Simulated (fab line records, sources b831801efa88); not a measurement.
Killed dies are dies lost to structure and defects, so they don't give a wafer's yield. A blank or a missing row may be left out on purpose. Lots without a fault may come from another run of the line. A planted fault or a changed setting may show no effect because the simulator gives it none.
fab line records | flow gf180mcu
record lots=5 wafers=15 last_day=33
route steps=602 shown V1@346 M2@362
lots that met no fault: from a run of the same line without faults
start_h: hours from the record's first day to the start of the lot's first wafer shown | wait_h: hours since the lot's step before | " the same as in the row above | L1.1+2: a row that stands for several wafers | - no value, or no start given | * or withheld: withheld | < > ~ a bound
route shown NAME@n: a module of which the file shows steps, and the number in the route of the first | usual: mean/standard deviation of fault-free wafers | same: alike in all rows | chamber/n: place in a boat | sites: the reading at each site | _std_site: their standard deviation | _edge_site: outer sites' mean less inner sites' | radius_mm: how far each site lies from the wafer's centre | mask NAME#n: copy n | behind: the tool/chamber that last shaped the wafer | hold: why the lot was held/for how many hours/how that ended | device: the transistor (n, p or np) that didn't switch | end of line: the same wafers' tests at the end of the route | a step without rows: its recipe alone | killed: dies lost to structure and defects at the first sort, not the wafer's yield | map: a wafer's dies, x killed, . not, _ none there
set.NAME: the setting as run; set.NAME@STEP: as run at that earlier step | model.NAME: the simulator's own value behind a step, which no gauge read
lots at some steps of the route; a table a step, a row a wafer
services: from which hour (start_h, from the record's first day; less than 0 if before it) a tool's chamber was out of use, for how many hours, and why
## steps
# step GF_V1_EXPOSE_11
# recipe mask_id=Via1 target_cd_nm=260 na=0.68 source_shape=conventional sigma_outer=0.6 dose_mj=38
# usual stage_vel_mm_s=500.06/0.23
# columns lot.wafer tool chamber start_h wait_h mask stage_vel_mm_s
L074.1 krf_scanner-02 0 - - Via1#0 500.05
L074.2 " 0 " " Via1#0 500.03
L074.6 " 0 " " Via1#0 499.78
L078.1 krf_scanner-02 0 - - Via1#0 500.05
L078.4 " 0 " " Via1#0 499.78
L078.5 " 0 " " Via1#0 500.08
L087.4 krf_scanner-01 0 - - Via1#0 500.03
L087.5 " 0 " " Via1#0 500.17
L087.6 " 0 " " Via1#0 500.30
L092.1 krf_scanner-02 0 - - Via1#0 499.98
L092.2 " 0 " " Via1#0 500.23
L092.6 " 0 " " Via1#0 500.11
L094.1 krf_scanner-01 0 - - Via1#0 500.09
L094.4 " 0 " " Via1#0 500.05
L094.6 " 0 " " Via1#0 499.56
# step GF_V1_PEB_12
# recipe peb_temp_c=135 peb_time_s=90 resist=KrF
# columns lot.wafer tool chamber start_h wait_h
L074.1+2+6 litho_track-04 0 - -
L078.1+4+5 litho_track-01 0 - -
L087.4+5+6 litho_track-01 0 - -
L092.1+2+6 litho_track-03 0 - -
L094.1+4+6 litho_track-01 0 - -
# step GF_V1_DEVELOP_13
# recipe develop_time_s=60 resist=KrF dev_temp_c=21
# columns lot.wafer tool chamber start_h wait_h
L074.1+2+6 litho_track-04 0 417.59 0.2
L078.1+4+5 litho_track-01 0 449.96 0.2
L087.4+5+6 litho_track-01 0 529.08 0.1
L092.1+2+6 litho_track-03 0 565.63 0.2
L094.1+4+6 litho_track-01 0 582.01 0.2
# step GF_V1_CD_MEAS_14
# recipe target_cd_nm=260
# usual cd_nm=260.1/1.2
# columns lot.wafer tool chamber start_h wait_h cd_nm
L074.1 cd_sem-02 - 417.74 0.1 259.3
L074.2 " - " " 259.0
L074.6 " - " " 259.5
L078.1 cd_sem-02 - 450.11 0.1 259.1
L078.4 " - " " 259.6
L078.5 " - " " 259.8
L087.4 cd_sem-01 - 534.60 5.5 259.1
L087.5 " - " " 259.0
L087.6 " - " " 258.0
L092.1 cd_sem-02 - 565.78 0.1 257.0
L092.2 " - " " 259.2
L092.6 " - " " 257.4
L094.1 cd_sem-01 - 582.16 0.1 258.0
L094.4 " - " " 259.0
L094.6 " - " " 258.7
# step GF_V1_OVL_MEAS_15
# usual V1_OVL=-3/5.4
# columns lot.wafer tool chamber start_h wait_h V1_OVL[nm]
L074.1 overlay-02 - 417.86 0.1 -7
L074.2 " - " " -8
L074.6 " - " " -9
L078.1 overlay-02 - 450.23 0.1 -5
L078.4 " - " " -2
L078.5 " - " " -3
L087.4 overlay-02 - 534.68 0.1 -2
L087.5 " - " " -5
L087.6 " - " " -3
L092.1 overlay-02 - 565.90 0.1 -12
L092.2 " - " " -5
L092.6 " - " " -9
L094.1 overlay-01 - 582.28 0.1 -4
L094.4 " - " " -2
L094.6 " - " " -5
# step GF_V1_ETCH_16
# recipe chemistry=N2/H2 target_depth_a=withheld overetch_a=withheld time_s=withheld target=BARC ion_energy_ev=200 source_w=500 bias_w=100 pressure_mtorr=30 n2_flow_sccm=100 h2_flow_sccm=200
# usual drypump_motor_current_A=5.7/0.41 oes_product_au=0.855/0.0049 throttle_valve_pct=13.226/0.009
# columns lot.wafer tool chamber start_h wait_h drypump_motor_current_A oes_product_au throttle_valve_pct
L074.1 rie_diel-02 2 417.90 0.0 5.6 0.853 13.234
L074.2 " 3 " " 5.4 0.860 13.227
L074.6 " 2 " " 5.6 0.847 13.222
L078.1 rie_diel-02 3 450.27 0.0 5.4 0.847 13.228
L078.4 " 1 " " 5.3 0.847 13.228
L078.5 " 0 " " 6.6 0.856 13.236
L087.4 rie_diel-04 2 534.70 0.0 5.6 0.859 13.219
L087.5 " 2 " " 5.6 0.859 13.221
L087.6 " 1 " " 5.8 0.853 13.212
L092.1 rie_diel-02 0 565.94 0.0 6.5 0.849 13.228
L092.2 " 1 " " 5.3 0.857 13.227
L092.6 " 0 " " 6.5 0.855 13.226
L094.1 rie_diel-03 1 582.31 0.0 6.2 0.855 13.205
L094.4 " 0 " " 5.6 0.860 13.210
L094.6 " 3 " " 5.4 0.858 13.230
# step GF_V1_ETCH_17
# recipe chemistry=C4F8/O2/Ar mask_material=KrF target=SiO2 stop_on=TiN source_w=1500 bias_w=1200 pressure_mtorr=40 c4f8_flow_sccm=withheld O2_flow_sccm=6 Ar_flow_sccm=300 time_s=withheld target_depth_a=6300
# usual oes_product_au=0.855/0.0043
# columns lot.wafer tool chamber start_h wait_h oes_product_au
L074.1 rie_diel-02 2 - - 0.849
L074.2 " 3 " " 0.861
L074.6 " 2 " " 0.864
L078.1 rie_diel-02 3 - - 0.856
L078.4 " 1 " " 0.848
L078.5 " 0 " " 0.859
L087.4 rie_diel-04 2 - - 0.854
L087.5 " 2 " " 0.863
L087.6 " 1 " " 0.862
L092.1 rie_diel-02 0 - - 0.853
L092.2 " 1 " " 0.857
L092.6 " 0 " " 0.857
L094.1 rie_diel-03 1 - - 0.851
L094.4 " 0 " " 0.851
L094.6 " 3 " " 0.857
# step GF_V1_STRIP_18
# recipe chemistry=O2/N2 power_w=1400 pressure_mtorr=1500 platen_temp_c=250 o2_flow_sccm=3000 n2_flow_sccm=300 overash_fraction=0.5
# usual drypump_motor_current_A=5.7/0.52 heater_power_w=306/19 oes_product_au=0.593/0.0052
# columns lot.wafer tool chamber start_h wait_h drypump_motor_current_A heater_power_w oes_product_au rf_hours_counter_h
L074.1 plasma_asher-02 1 418.03 - 5.7 309 0.604 31
L074.2 " 0 " " 5.4 301 0.585 31
L074.6 " 1 " " 5.7 316 0.588 -
L078.1 plasma_asher-02 0 450.40 - 5.5 307 0.603 35
L078.4 " 1 " " 5.7 310 0.595 -
L078.5 " 1 " " 5.7 310 0.595 -
L087.4 plasma_asher-02 1 534.86 - 5.7 313 0.601 -
L087.5 " 0 " " 5.5 294 0.590 -
L087.6 " 1 " " 5.7 308 0.601 -
L092.1 plasma_asher-01 0 566.07 - 6.6 327 0.592 79
L092.2 " 1 " " 5.2 320 0.589 79
L092.6 " 1 " " 5.1 327 0.588 -
L094.1 plasma_asher-04 0 582.44 - 5.9 282 0.596 91
L094.4 " 1 " " 5.2 286 0.593 -
L094.6 " 0 " " 5.9 284 0.596 -
# step GF_V1_STRIP_19
# recipe chemistry=post_etch_residue_remover time_s=1200 temp_c=72.5
# columns lot.wafer tool chamber start_h wait_h
L074.1+2+6 wet_bench-02 1 418.13 0.1
L078.1+4+5 wet_bench-01 0 450.50 0.1
L087.4+5+6 wet_bench-01 3 534.93 0.0
L092.1+2+6 wet_bench-01 3 566.17 0.1
L094.1+4+6 wet_bench-01 0 582.54 0.1
# step GF_V1_CLEAN_20
# recipe chemistry=DIW dry=n2_spin
# columns lot.wafer tool chamber start_h wait_h
L074.1+2+6 wet_bench-03 3 418.47 0.0
L078.1+4+5 wet_bench-02 1 450.84 0.0
L087.4+5+6 wet_bench-01 2 535.27 0.0
L092.1+2+6 wet_bench-03 2 566.51 0.0
L094.1+4+6 wet_bench-02 0 582.92 0.0
# step GF_V1_SPUTTER_21
# recipe material=Ti target_thk_nm=15 chamber_pressure_pa=5 power_w=2500 substrate_temp_c=200 time_s=80.02
# usual throttle_valve_pct=29.6/1
# columns lot.wafer tool chamber start_h wait_h throttle_valve_pct
L074.1 pvd_sputter-04 - 418.57 0.0 28.2
L074.2 " - " " 29.2
L074.6 " - " " 29.8
L078.1 pvd_sputter-03 - 450.94 0.0 29.9
L078.4 " - " " 28.0
L078.5 " - " " 30.2
L087.4 pvd_sputter-03 - 535.36 0.0 28.9
L087.5 " - " " 28.0
L087.6 " - " " 30.0
L092.1 pvd_sputter-03 - 566.60 0.0 28.8
L092.2 " - " " 29.9
L092.6 " - " " 30.2
L094.1 pvd_sputter-03 - 583.01 0.0 29.0
L094.4 " - " " 28.0
L094.6 " - " " 28.2
# step GF_V1_SPUTTER_22
# recipe material=TiN target_thk_nm=10 chamber_pressure_pa=5 power_w=4000 time_s=40
# usual throttle_valve_pct=29.7/1
# columns lot.wafer tool chamber start_h wait_h throttle_valve_pct
L074.1 pvd_sputter-04 - 418.63 0.0 28.7
L074.2 " - " " 29.4
L074.6 " - " " 30.1
L078.1 pvd_sputter-03 - 451.00 0.0 30.0
L078.4 " - " " 27.7
L078.5 " - " " 30.2
L087.4 pvd_sputter-03 - 535.42 0.0 29.0
L087.5 " - " " 28.1
L087.6 " - " " 30.1
L092.1 pvd_sputter-03 - 566.66 0.0 29.2
L092.2 " - " " 29.9
L092.6 " - " " 30.1
L094.1 pvd_sputter-03 - 583.07 0.0 29.2
L094.4 " - " " 27.7
L094.6 " - " " 28.0
# step GF_V1_CVD_23
# recipe material=W target_thk_nm=350 time_s=105.05 temp_c=400 pressure_torr=40
# usual chamber_pressure_Torr=40.00/0.1 heater_power_outer_w=557/40 heater_power_w=887/62
# columns lot.wafer tool chamber start_h wait_h chamber_pressure_Torr heater_power_outer_w heater_power_w
L074.1 cvd_w-02 1 418.67 0.0 40.14 594 911
L074.2 " 0 " " 39.89 518 826
L074.6 " 0 " " 39.82 505 850
L078.1 cvd_w-01 1 451.04 0.0 40.08 515 812
L078.4 " 1 " " 39.94 509 805
L078.5 " 1 " " 39.90 494 819
L087.4 cvd_w-01 0 535.50 0.1 39.83 599 972
L087.5 " 0 " " 40.03 594 931
L087.6 " 1 " " 40.03 525 796
L092.1 cvd_w-01 0 566.70 0.0 39.97 603 991
L092.2 " 1 " " 40.03 505 800
L092.6 " 0 " " 40.00 595 981
L094.1 cvd_w-02 1 583.11 0.0 40.09 597 940
L094.4 " 1 " " 39.96 587 953
L094.6 " 0 " " 40.01 532 861
# step GF_V1_RS_MEAS_24
# recipe thk_meas_gauge=four-point-probe reads=W_of_V1_CVD_23+TiN_of_V1_SPUTTER_22+Ti_of_V1_SPUTTER_21
# usual V1_W_RS=0.329/0.0034
# columns lot.wafer tool chamber start_h wait_h V1_W_RS[ohm/sq]
L074.1 film_metro-02 - 418.78 0.1 0.331
L074.2 " - " " 0.329
L074.6 " - " " 0.327
L078.1 film_metro-02 - 451.15 0.1 0.333
L078.4 " - " " 0.331
L078.5 " - " " 0.333
L087.4 film_metro-03 - 535.63 0.1 0.325
L087.5 " - " " 0.326
L087.6 " - " " 0.329
L092.1 film_metro-03 - 566.81 0.1 0.329
L092.2 " - " " 0.327
L092.6 " - " " 0.325
L094.1 film_metro-02 - 583.22 0.1 0.331
L094.4 " - " " 0.330
L094.6 " - " " 0.325
# step GF_V1_THK_MEAS_25
# recipe thk_meas_gauge=xrf reads=W_of_V1_CVD_23
# usual V1_W_THK=349/4.7
# columns lot.wafer tool chamber start_h wait_h V1_W_THK[nm]
L074.1 film_metro-02 - 418.90 0.1 345
L074.2 " - " " 347
L074.6 " - " " 350
L078.1 film_metro-02 - 451.27 0.1 339
L078.4 " - " " 346
L078.5 " - " " 342
L087.4 film_metro-03 - 535.72 0.1 351
L087.5 " - " " 352
L087.6 " - " " 348
L092.1 film_metro-03 - 566.93 0.1 347
L092.2 " - " " 349
L092.6 " - " " 350
L094.1 film_metro-02 - 583.34 0.1 343
L094.4 " - " " 343
L094.6 " - " " 346
# step GF_V1_CMP_26
# recipe stop_on=SiO2 down_force_psi=3.5 platen_rpm=60 t_overpolish_s=15 target_thk_nm=0 pad_velocity_m_s=0.94248
# usual motor_current_A=10.9/1.1 overpolish_run_s=15.000/0.0092 platen_rpm=60.00/0.037 time_to_endpoint_s=85/3
# columns lot.wafer tool chamber start_h wait_h motor_current_A overpolish_run_s platen_rpm time_to_endpoint_s
L074.2 cmp-01 0 419.01 0.1 9.3 15.002 60.00 91
L074.1 " 1 " " 10.5 15.001 60.02 90
L074.6 " 3 " " 10.6 14.992 59.98 87
L078.4 cmp-01 0 451.33 0.0 10.1 14.998 59.98 85
L078.1 " 1 " " 10.2 15.005 60.01 87
L078.5 " 1 " " 10.7 15.017 59.97 84
L087.4 cmp-02 3 535.90 0.2 10.0 15.002 60.00 83
L087.5 " 0 " " 11.4 14.989 59.98 87
L087.6 " 1 " " 13.2 14.998 59.96 85
L092.2 cmp-02 0 566.99 0.0 11.4 14.996 59.96 87
L092.1 " 1 " " 12.8 14.996 60.01 85
L092.6 " 0 " " 11.5 14.985 59.97 87
L094.1 cmp-02 3 583.40 0.1 9.9 15.002 60.06 81
L094.4 " 2 " " 10.3 14.998 59.99 87
L094.6 " 3 " " 10.4 14.994 60.00 86
# step GF_M2_SPUTTER_00
# recipe material=Ti target_thk_nm=37.5 arriving_ion_energy_ev=80 substrate_temp_c=200 chamber_pressure_pa=2 power_w=4000 time_s=150
# usual throttle_valve_pct=29.2/0.81
# columns lot.wafer tool chamber start_h wait_h throttle_valve_pct
L074.1 pvd_sputter-02 - 419.26 0.1 29.9
L074.2 " - " " 29.2
L074.6 " - " " 28.6
L078.1 pvd_sputter-02 - 451.63 0.2 28.6
L078.4 " - " " 29.1
L078.5 " - " " 28.3
L087.4 pvd_sputter-03 - 536.05 0.1 30.0
L087.5 " - " " 28.3
L087.6 " - " " 29.1
L092.1 pvd_sputter-03 - 567.29 0.2 29.4
L092.2 " - " " 30.4
L092.6 " - " " 28.7
L094.1 pvd_sputter-03 - 583.70 0.2 27.8
L094.4 " - " " 28.9
L094.6 " - " " 28.1
# step GF_M2_SPUTTER_01
# recipe material=TiN target_thk_nm=30 power_w=6500 time_s=25 chamber_pressure_pa=0.4
# usual throttle_valve_pct=29.2/0.81
# columns lot.wafer tool chamber start_h wait_h throttle_valve_pct
L074.1 pvd_sputter-02 - 419.36 0.1 29.7
L074.2 " - " " 29.4
L074.6 " - " " 28.3
L078.1 pvd_sputter-02 - 451.73 0.1 28.7
L078.4 " - " " 29.3
L078.5 " - " " 28.4
L087.4 pvd_sputter-03 - 536.15 0.1 29.9
L087.5 " - " " 27.8
L087.6 " - " " 29.0
L092.1 pvd_sputter-03 - 567.39 0.1 28.8
L092.2 " - " " 30.1
L092.6 " - " " 29.2
L094.1 pvd_sputter-03 - 583.80 0.1 27.7
L094.4 " - " " 29.0
L094.6 " - " " 28.1
# step GF_M2_SPUTTER_02
# recipe material=AlCu target_thk_nm=450 power_w=10600 time_s=23.9 chamber_pressure_pa=0.4
# usual throttle_valve_pct=29.2/0.8
# columns lot.wafer tool chamber start_h wait_h throttle_valve_pct
L074.1 pvd_sputter-02 - 419.39 0.0 29.8
L074.2 " - " " 29.3
L074.6 " - " " 28.4
L078.1 pvd_sputter-02 - 451.76 0.0 28.7
L078.4 " - " " 28.9
L078.5 " - " " 28.5
L087.4 pvd_sputter-03 - 536.18 0.0 30.0
L087.5 " - " " 28.1
L087.6 " - " " 29.3
L092.1 pvd_sputter-03 - 567.42 0.0 29.1
L092.2 " - " " 30.1
L092.6 " - " " 28.8
L094.1 pvd_sputter-03 - 583.83 0.0 28.0
L094.4 " - " " 29.1
L094.6 " - " " 27.8
# step GF_M2_SPUTTER_03
# recipe material=Ti target_thk_nm=10 substrate_temp_c=300 chamber_pressure_pa=0.3 power_w=3000 time_s=6.7
# usual throttle_valve_pct=29.2/0.82
# columns lot.wafer tool chamber start_h wait_h throttle_valve_pct
L074.1 pvd_sputter-02 - 419.42 0.0 29.5
L074.2 " - " " 29.3
L074.6 " - " " 28.4
L078.1 pvd_sputter-02 - 451.79 0.0 28.9
L078.4 " - " " 29.2
L078.5 " - " " 28.2
L087.4 pvd_sputter-03 - 536.21 0.0 30.2
L087.5 " - " " 27.9
L087.6 " - " " 29.3
L092.1 pvd_sputter-03 - 567.45 0.0 29.1
L092.2 " - " " 30.3
L092.6 " - " " 29.2
L094.1 pvd_sputter-03 - 583.86 0.0 27.9
L094.4 " - " " 29.1
L094.6 " - " " 28.0
# step GF_M2_SPUTTER_04
# recipe material=TiN target_thk_nm=50 power_w=6500 time_s=41.7 chamber_pressure_pa=0.4
# usual throttle_valve_pct=29.2/0.8
# columns lot.wafer tool chamber start_h wait_h throttle_valve_pct
L074.1 pvd_sputter-02 - 419.44 0.0 29.8
L074.2 " - " " 29.0
L074.6 " - " " 28.5
L078.1 pvd_sputter-02 - 451.81 0.0 28.7
L078.4 " - " " 29.3
L078.5 " - " " 28.2
L087.4 pvd_sputter-03 - 536.23 0.0 30.0
L087.5 " - " " 28.1
L087.6 " - " " 29.1
L092.1 pvd_sputter-03 - 567.47 0.0 28.8
L092.2 " - " " 29.9
L092.6 " - " " 29.1
L094.1 pvd_sputter-03 - 583.88 0.0 28.1
L094.4 " - " " 29.0
L094.6 " - " " 28.0
# step GF_M2_RS_MEAS_05
# recipe thk_meas_gauge=four-point-probe reads=TiN_of_M2_SPUTTER_04+Ti_of_M2_SPUTTER_03+AlCu_of_M2_SPUTTER_02+TiN_of_M2_SPUTTER_01+Ti_of_M2_SPUTTER_00
# usual M2_ALCU_RS=0.0694/0.0007
# columns lot.wafer tool chamber start_h wait_h M2_ALCU_RS[ohm/sq]
L074.1 film_metro-03 - 419.48 0.0 0.0701
L074.2 " - " " 0.0698
L074.6 " - " " 0.0703
L078.1 film_metro-01 - 451.85 0.0 0.0684
L078.4 " - " " 0.0695
L078.5 " - " " 0.0689
L087.4 film_metro-04 - 536.33 0.1 0.0697
L087.5 " - " " 0.0690
L087.6 " - " " 0.0694
L092.1 film_metro-01 - 567.51 0.0 0.0687
L092.2 " - " " 0.0687
L092.6 " - " " 0.0685
L094.1 film_metro-04 - 583.92 0.0 0.0684
L094.4 " - " " 0.0691
L094.6 " - " " 0.0689
# step GF_M2_THK_MEAS_06
# recipe thk_meas_gauge=xrf reads=AlCu_of_M2_SPUTTER_02
# usual M2_ALCU_THK=454/4.5
# columns lot.wafer tool chamber start_h wait_h M2_ALCU_THK[nm]
L074.1 film_metro-03 - 419.60 0.1 449
L074.2 " - " " 450
L074.6 " - " " 451
L078.1 film_metro-01 - 451.97 0.1 459
L078.4 " - " " 451
L078.5 " - " " 455
L087.4 film_metro-04 - 536.42 0.1 446
L087.5 " - " " 450
L087.6 " - " " 447
L092.1 film_metro-01 - 567.63 0.1 459
L092.2 " - " " 463
L092.6 " - " " 461
L094.1 film_metro-04 - 584.04 0.1 459
L094.4 " - " " 452
L094.6 " - " " 450
# step GF_M2_DEHYDRATE_07
# recipe temp_c=200 time_s=60
# columns lot.wafer tool chamber start_h wait_h
L074.1+2+6 litho_track-02 0 431.09 11.5
L078.1+4+5 litho_track-01 0 462.76 10.8
L087.4+5+6 litho_track-04 0 545.77 9.3
L092.1+2+6 litho_track-04 0 577.29 9.6
L094.1+4+6 litho_track-01 0 594.01 10.0
# step GF_M2_HMDS_08
# recipe prime_time_s=60 prime_temp_c=120
# same prime_time_s=60
# columns lot.wafer tool chamber start_h wait_h
L074.1+2+6 litho_track-02 0 431.24 0.1
L078.1+4+5 litho_track-01 0 462.91 0.1
L087.4+5+6 litho_track-04 0 545.92 0.1
L092.1+2+6 litho_track-04 0 577.44 0.1
L094.1+4+6 litho_track-01 0 594.16 0.1
# step GF_M2_COAT_09
# recipe resist=KrF spin_rpm=withheld resist_thk_nm=1000
# columns lot.wafer tool chamber start_h wait_h
L074.1+2+6 litho_track-02 0 431.39 0.1
L078.1+4+5 litho_track-01 0 463.06 0.1
L087.4+5+6 litho_track-04 0 546.07 0.1
L092.1+2+6 litho_track-04 0 577.59 0.1
L094.1+4+6 litho_track-01 0 594.31 0.1
# step GF_M2_SOFTBAKE_10
# recipe temp_c=130 time_s=60 resist=KrF
# columns lot.wafer tool chamber start_h wait_h
L074.1+2+6 litho_track-02 0 431.54 0.1
L078.1+4+5 litho_track-01 0 463.21 0.1
L087.4+5+6 litho_track-04 0 546.22 0.1
L092.1+2+6 litho_track-04 0 577.74 0.1
L094.1+4+6 litho_track-01 0 594.46 0.1
# step GF_M2_EXPOSE_11
# recipe mask_id=Metal2 target_cd_nm=280 na=0.68 source_shape=conventional sigma_outer=0.6 dose_mj=28
# usual stage_vel_mm_s=499.97/0.25
# columns lot.wafer tool chamber start_h wait_h mask stage_vel_mm_s
L074.1 krf_scanner-02 0 - - Metal2#0 499.87
L074.2 " 0 " " Metal2#0 499.91
L074.6 " 0 " " Metal2#0 499.56
L078.1 krf_scanner-01 0 - - Metal2#0 499.60
L078.4 " 0 " " Metal2#0 499.64
L078.5 " 0 " " Metal2#0 499.91
L087.4 krf_scanner-02 0 - - Metal2#0 500.31
L087.5 " 0 " " Metal2#0 500.04
L087.6 " 0 " " Metal2#0 500.12
L092.1 krf_scanner-02 0 - - Metal2#0 499.99
L092.2 " 0 " " Metal2#0 499.89
L092.6 " 0 " " Metal2#0 499.90
L094.1 krf_scanner-02 0 - - Metal2#0 500.27
L094.4 " 0 " " Metal2#0 500.11
L094.6 " 0 " " Metal2#0 499.80
# step GF_M2_PEB_12
# recipe peb_temp_c=135 peb_time_s=90 resist=KrF
# columns lot.wafer tool chamber start_h wait_h
L074.1+2+6 litho_track-04 0 - -
L078.1+4+5 litho_track-02 0 - -
L087.4+5+6 litho_track-04 0 - -
L092.1+2+6 litho_track-01 0 - -
L094.1+4+6 litho_track-01 0 - -
# step GF_M2_DEVELOP_13
# recipe develop_time_s=60 dev_temp_c=21
# columns lot.wafer tool chamber start_h wait_h
L074.1+2+6 litho_track-04 0 444.04 0.2
L078.1+4+5 litho_track-02 0 474.48 0.2
L087.4+5+6 litho_track-04 0 558.02 0.1
L092.1+2+6 litho_track-01 0 588.36 0.2
L094.1+4+6 litho_track-01 0 605.21 0.2
# step GF_M2_CD_MEAS_14
# recipe target_cd_nm=280
# usual cd_nm=280.1/1.1
# columns lot.wafer tool chamber start_h wait_h cd_nm
L074.1 cd_sem-01 - 444.19 0.1 281.1
L074.2 " - " " 281.1
L074.6 " - " " 279.6
L078.1 cd_sem-01 - 474.63 0.1 277.5
L078.4 " - " " 277.2
L078.5 " - " " 276.8
L087.4 cd_sem-01 - 558.24 0.2 280.9
L087.5 " - " " 280.3
L087.6 " - " " 280.4
L092.1 cd_sem-01 - 588.51 0.1 280.1
L092.2 " - " " 280.2
L092.6 " - " " 279.4
L094.1 cd_sem-02 - 605.36 0.1 279.0
L094.4 " - " " 278.3
L094.6 " - " " 279.8
# step GF_M2_OVL_MEAS_15
# usual M2_OVL=-3/5.4
# columns lot.wafer tool chamber start_h wait_h M2_OVL[nm]
L074.1 overlay-01 - 444.31 0.1 6
L074.2 " - " " 9
L074.6 " - " " -1
L078.1 overlay-02 - 474.75 0.1 -9
L078.4 " - " " -3
L078.5 " - " " -14
L087.4 overlay-01 - 558.32 0.1 -4
L087.5 " - " " -7
L087.6 " - " " -9
L092.1 overlay-02 - 588.63 0.1 -6
L092.2 " - " " -1
L092.6 " - " " -2
L094.1 overlay-02 - 605.48 0.1 -3
L094.4 " - " " -2
L094.6 " - " " 0
# step GF_M2_METAL_ETCH_16
# recipe chemistry=Cl2/BCl3 mask_material=KrF target_depth_nm=627.5 stop_on=SiO2 pressure_mtorr=8 icp_w=800 bias_w=140 Cl2_flow_sccm=80 bcl3_flow_sccm=40 time_s=104.6
# usual drypump_motor_current_A=5.5/0.52 oes_product_au=0.974/0.0063 throttle_valve_pct=28.247/0.0094
# columns lot.wafer tool chamber start_h wait_h drypump_motor_current_A oes_product_au rf_hours_counter_h throttle_valve_pct
L074.1 rie_metal-04 0 444.35 0.0 5.7 0.966 0 28.262
L074.2 " 1 " " 6.0 0.975 9 28.257
L074.6 " 1 " " 6.0 0.965 - 28.246
L078.1 rie_metal-04 1 474.79 0.0 6.0 0.980 9 28.239
L078.4 " 0 " " 5.7 0.968 - 28.235
L078.5 " 1 " " 6.0 0.976 - 28.242
L087.4 rie_metal-04 0 558.37 0.0 5.6 0.974 - 28.243
L087.5 " 0 " " 5.6 0.979 - 28.249
L087.6 " 1 " " 6.0 0.966 - 28.245
L092.1 rie_metal-01 1 588.66 0.0 4.6 0.980 8 28.243
L092.2 " 0 " " 5.4 0.980 1 28.243
L092.6 " 1 " " 4.6 0.979 - 28.237
L094.1 rie_metal-04 1 605.51 0.0 6.0 0.977 0 28.237
L094.4 " 0 " " 5.7 0.976 - 28.250
L094.6 " 0 " " 5.7 0.979 - 28.228
# step GF_M2_STRIP_17
# recipe chemistry=O2/N2 power_w=1400 pressure_mtorr=1500 platen_temp_c=250 o2_flow_sccm=3000 n2_flow_sccm=300 overash_fraction=0.5
# usual drypump_motor_current_A=5.7/0.41 heater_power_w=319/41 oes_product_au=0.556/0.0049 strip_time_to_endpoint_s=7.854/0.027
# columns lot.wafer tool chamber start_h wait_h drypump_motor_current_A heater_power_w oes_product_au rf_hours_counter_h strip_time_to_endpoint_s
L074.1 plasma_asher-03 1 444.46 0.1 6.0 386 0.561 1 7.894
L074.2 " 0 " " 5.6 347 0.553 1 7.876
L074.6 " 1 " " 6.0 379 0.555 - 7.836
L078.1 plasma_asher-04 1 474.90 0.1 5.2 281 0.559 80 7.846
L078.4 " 1 " " 5.2 282 0.559 - 7.850
L078.5 " 0 " " 5.9 291 0.546 - 7.790
L087.4 plasma_asher-03 1 558.48 0.1 6.0 381 0.553 - 7.875
L087.5 " 0 " " 5.6 342 0.556 - 7.866
L087.6 " 1 " " 6.0 395 0.559 - 7.874
L092.1 plasma_asher-03 1 588.78 0.1 6.0 377 0.556 17 7.843
L092.2 " 0 " " 5.6 343 0.558 17 7.830
L092.6 " 1 " " 6.0 397 0.553 - 7.842
L094.1 plasma_asher-01 1 605.63 0.1 5.1 340 0.555 84 7.888
L094.4 " 0 " " 6.6 325 0.563 - 7.900
L094.6 " 0 " " 6.6 332 0.554 - 7.814
# step GF_M2_STRIP_18
# recipe chemistry=post_etch_residue_remover time_s=1200 temp_c=72.5
# columns lot.wafer tool chamber start_h wait_h
L074.1+2+6 wet_bench-03 3 444.56 0.1
L078.1+4+5 wet_bench-01 3 475.00 0.1
L087.4+5+6 wet_bench-04 2 558.55 0.0
L092.1+2+6 wet_bench-01 1 588.88 0.1
L094.1+4+6 wet_bench-04 3 605.73 0.1
# step GF_M2_CLEAN_19
# recipe chemistry=DIW dry=n2_spin
# columns lot.wafer tool chamber start_h wait_h
L074.1+2+6 wet_bench-04 1 444.90 0.0
L078.1+4+5 wet_bench-04 1 475.38 0.0
L087.4+5+6 wet_bench-01 3 558.89 0.0
L092.1+2+6 wet_bench-01 0 589.28 0.0
L094.1+4+6 wet_bench-03 3 606.07 0.0
## services
# columns tool chamber start_h hours kind
cmp-02 - 383.27 1.8 repair
wet_bench-02 - 385.73 2.1 repair
cvd_w-01 - 390.00 14.0 pm
cmp-02 - 392.79 2.3 repair
plasma_asher-02 - 393.02 2.8 pm
pvd_sputter-03 - 409.18 7.5 repair
krf_scanner-02 - 411.91 1.3 pm
rie_metal-04 - 412.84 0.8 repair
rie_diel-02 - 413.89 0.5 repair
rie_metal-04 1 415.94 6.5 repair
pvd_sputter-03 - 417.51 1.7 repair
rie_diel-02 2 427.33 6.9 repair
pvd_sputter-02 - 441.95 4.5 repair
pvd_sputter-02 - 460.66 10.0 repair
rie_diel-02 3 473.26 7.4 repair
rie_diel-02 3 494.84 13.2 repair
rie_metal-04 - 499.70 0.3 repair
krf_scanner-02 - 500.82 0.8 pm
krf_scanner-02 - 512.74 4.4 pm
pvd_sputter-02 - 526.69 1.0 repair
krf_scanner-02 - 527.38 1.0 pm
krf_scanner-02 - 573.16 0.7 repair
rie_diel-02 2 584.81 2.0 repair
krf_scanner-02 - 587.81 1.3 pm
## key
fault none
